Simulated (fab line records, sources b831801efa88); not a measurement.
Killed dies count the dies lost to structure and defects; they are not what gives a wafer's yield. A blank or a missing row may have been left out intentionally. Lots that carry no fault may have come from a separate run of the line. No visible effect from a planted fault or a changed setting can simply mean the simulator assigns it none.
Comparing a struck lot with a sound one + flow sky130 + 15 steps out of a route of 708
Sound: the wafers L421.2, L421.3, L421.5. Wafers L432.1, L432.3, L432.4 were the ones struck. The cause comes at the end.
Order at every step that has rows: each side's tool, ch and its chambers, its first start. Under that, the readings that differ: sound wafers + struck wafers + difference of the means + sigmas: that difference in standard deviations of wafers without a fault.
alike: readings with means less than 2 such deviations apart, plus words and numbers identical on both sides. not compared: withheld readings, readings lacking a value on some wafer, bounds such as >300 that could conceal the same value, and numbers that have no deviation in the record and whose values overlap.
A row with sigmas, a row that says differs or no value, or rows on one side alone: a step with any of these is where the two part. Numbers that have no deviation but don't overlap get no sigmas and don't part them. Lack of a reading on every wafer of one side parts them only where that side has two or more wafers.

SKY_VIA2_BOW_MEAS_03:
  sound: filmMetro-04 at day 36 06:40; struck: filmMetro-04 at day 40 00:56
  alike: VIA2_BOW
then, 8 steps without rows for these wafers: SKY_VIA2_DEHYDRATE_04 (time 60 s); SKY_VIA2_HMDS_05 (prime time 60 s); SKY_VIA2_COAT_06 (resist thk 60 nm); SKY_VIA2_COAT_07 (resist thk 450 nm); SKY_VIA2_SOFTBAKE_08 (time 90 s); SKY_VIA2_EXPOSE_09 (exposes mask VIM2, target cd 200 nm); SKY_VIA2_PEB_10; SKY_VIA2_DEVELOP_11 (develop time 60 s).
SKY_VIA2_CD_MEAS_12: the cd target is 200 nm.
  sound: cdSem-01 at day 37 08:29; struck: cdSem-01 at day 41 01:16
  alike: cdNm
SKY_VIA2_OVL_MEAS_13:
  sound: overlay-02 at day 37 08:36; struck: overlay-01 at day 41 01:23
  alike: VIA2_OVL
SKY_VIA2_ETCH_14: etches BARC in N2/H2, stops on SiO2, time 45.9 s, target depth 60 nm.
  sound on rieDiel-03 ch 0,2,3, day 37 08:38; struck on rieDiel-01 ch 0,1,3, day 41 01:26
  alike: drypumpMotorCurrentA, oesProductAu, runLengthS, throttleValvePct
  not compared: rfHoursCounterH
SKY_VIA2_ETCH_15: etches SiO2 in C4F8/O2/Ar, stops on TiN, target depth 546 nm, time 84 s.
  sound on rieDiel-03 ch 0,2,3, day 37 08:40; struck on rieDiel-01 ch 0,1,3, day 41 01:28
| reading                                    | sound             | struck            | difference | sigmas |
|--------------------------------------------|-------------------|-------------------|------------|--------|
| oesProductAu (a.u.)                        | 0.926 0.940 0.930 | 0.901 0.896 0.896 | -0.034     | -8     |
| runLengthS (s)                             | 111.9 112.6 111.8 | 116.8 116.8 117.4 | +4.9       | +9     |
| model.KrF-thick_of_VIA2_COAT_07.thkNm (nm) | 285.4 283.8 285.3 | 279.1 278.3 272.3 | -8.3       |        |
  not compared: rfHoursCounterH, model.TiN_of_METAL2_SPUTTER_04.thkNm
SKY_VIA2_STRIP_16: strips in O2/N2.
  sound on plasmaAsher-03 ch 0,1, day 37 08:44; struck on plasmaAsher-03 ch 0,1, day 41 01:32
| reading                  | sound             | struck            | difference | sigmas |
|--------------------------|-------------------|-------------------|------------|--------|
| stripTimeToEndpointS (s) | 4.074 4.045 4.071 | 4.011 4.002 3.923 | -0.085     | -3     |
  alike: drypumpMotorCurrentA, oesProductAu
  not compared: rfHoursCounterH
SKY_PAD_OPEN_PROBE_99:
  the record has rows for the sound wafers here (prober-02, day 46 19:16) and none for the struck ones

== WHERE THEY PART ==
Earliest at SKY_VIA2_ETCH_15; latest, in this record, at SKY_PAD_OPEN_PROBE_99.

WHY: what had been put in by the simulator
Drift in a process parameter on rieDiel-01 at SKY_VIA2_ETCH_15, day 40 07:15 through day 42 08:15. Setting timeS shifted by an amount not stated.
